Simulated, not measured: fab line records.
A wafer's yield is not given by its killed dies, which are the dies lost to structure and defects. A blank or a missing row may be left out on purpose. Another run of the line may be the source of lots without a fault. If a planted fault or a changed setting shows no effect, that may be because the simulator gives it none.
A lot that was struck, set against a sound lot    flow gf180mcu    20 out of 602 route steps
Sound: these wafers, L406.1, L406.3, L406.4. The struck wafers were L422.2, L422.3, L422.4. The cause is given at the end.
Each step with rows lists, per side, the tool, then ch with its chambers, then its first start. Under that, the readings that differ: sound wafers    struck wafers    difference of the means    sigmas: that difference in standard deviations of wafers without a fault.
alike: a reading whose means differ by less than 2 such deviations, as well as words and numbers matching on both sides. not compared: withheld readings; readings where some wafer has no value; bounds like >300 that might hide an equal value; numbers whose values overlap and for which the record gives no deviation.
A row with sigmas, a row that says differs or no value, or rows on one side alone: a step with any of these is where the two part. Non-overlapping numbers with no deviation appear without sigmas and do not part them. A reading missing from all wafers of one side parts the sides only when that side holds two or more wafers.

first, 1 step without rows for these wafers: GF_POLY_GATE_CVD_00 (deposits poly-Si, target thk 200 nm, time 1200 s).
GF_POLY_GATE_THK_MEAS_01:
  sound on filmMetro-03, day 9 05:10; struck on filmMetro-02, day 13 17:32
  alike: POLY_GATE_CVD_00_THK
then, 8 steps without rows for these wafers: GF_POLY_GATE_DEHYDRATE_02 (time 60 s); GF_POLY_GATE_HMDS_03 (prime time 60 s); GF_POLY_GATE_COAT_04; GF_POLY_GATE_COAT_05 (resist thk 700 nm); GF_POLY_GATE_SOFTBAKE_06 (time 60 s); GF_POLY_GATE_EXPOSE_07 (exposes mask Poly2, target cd 280 nm); GF_POLY_GATE_PEB_08 (peb time 90 s); GF_POLY_GATE_DEVELOP_09 (develop time 60 s).
GF_POLY_GATE_CD_MEAS_10 targets a cd of 280 nm.
  sound on cdSem-02, day 9 22:34; struck on cdSem-02, day 14 13:38
  alike: cdNm
GF_POLY_GATE_OVL_MEAS_11:
  sound on overlay-02, day 9 22:41; struck on overlay-02, day 14 13:44
  alike: POLY_GATE_OVL
GF_POLY_GATE_ETCH_12: etches BARC in N2/H2.
  sound on rieDiel-01 ch 0,2,3, day 9 22:44; struck on rieDiel-01 ch 1,3, day 14 13:46
  no value came back on the struck wafers for any of 5 readings (biasW (W), chamberPressureMTorr (mTorr) and others); on the sound wafers biasW (W) reads 100.26 100.11 99.95
GF_POLY_GATE_ETCH_13: etches poly-Si in HBr/Cl2, stops on SiO2, target depth 198.5 nm, time 69.6 s.
  sound on rieSi-01 ch 1,2,3, day 9 22:47; struck on rieSi-02 ch 0,2,3, day 14 13:49
reading              sound              struck             difference  sigmas
oesProductAu (a.u.)  0.992 0.987 0.984  0.273 0.269 0.270  -0.717      -99 or more
  alike: HBr_flow_sccm, biasW, drypumpMotorCurrentA, throttleValvePct
  not compared: rfHoursCounterH
GF_POLY_GATE_STRIP_14: strips in O2/N2.
  sound on plasmaAsher-01 ch 0,1, day 9 22:50; struck on plasmaAsher-01 ch 0,1, day 14 13:53
reading              sound              struck             difference  sigmas
oesProductAu (a.u.)  0.507 0.515 0.495  0.537 0.535 0.529  +0.028      +6
  alike: drypumpMotorCurrentA, heaterPowerW
  not compared: rfHoursCounterH
then, 2 steps without rows for these wafers: GF_POLY_GATE_CLEAN_15 (cleans in SC1/SC2, time 150 s); GF_POLY_GATE_OXIDATION_16 (stabilise 600 s, purge 300 s, target thk 4 nm).
GF_POLY_GATE_THK_MEAS_17:
  sound on filmMetro-03, day 10 00:14; struck on filmMetro-02, day 14 15:17
  alike: POLY_GATE_OXIDATION_THK
GF_POLY_GATE_CD_MEAS_18:
  sound on cdSem-01, day 10 00:18; struck on cdSem-01, day 14 15:22
reading    sound              struck  difference                     sigmas
cdNm (nm)  282.3 278.2 280.0  - - -   no value on the struck wafers  
then, 1 step without rows for these wafers: GF_HV_LDD_DEHYDRATE_00 (time 60 s).

## WHERE THEY PART
Last at GF_POLY_GATE_CD_MEAS_18 as far as this record goes, first at GF_POLY_GATE_ETCH_12.

WHY: whatever the simulator had introduced
Beginning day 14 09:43, the whole step at GF_POLY_GATE_ETCH_12 was skipped on rieDiel-01. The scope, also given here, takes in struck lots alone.
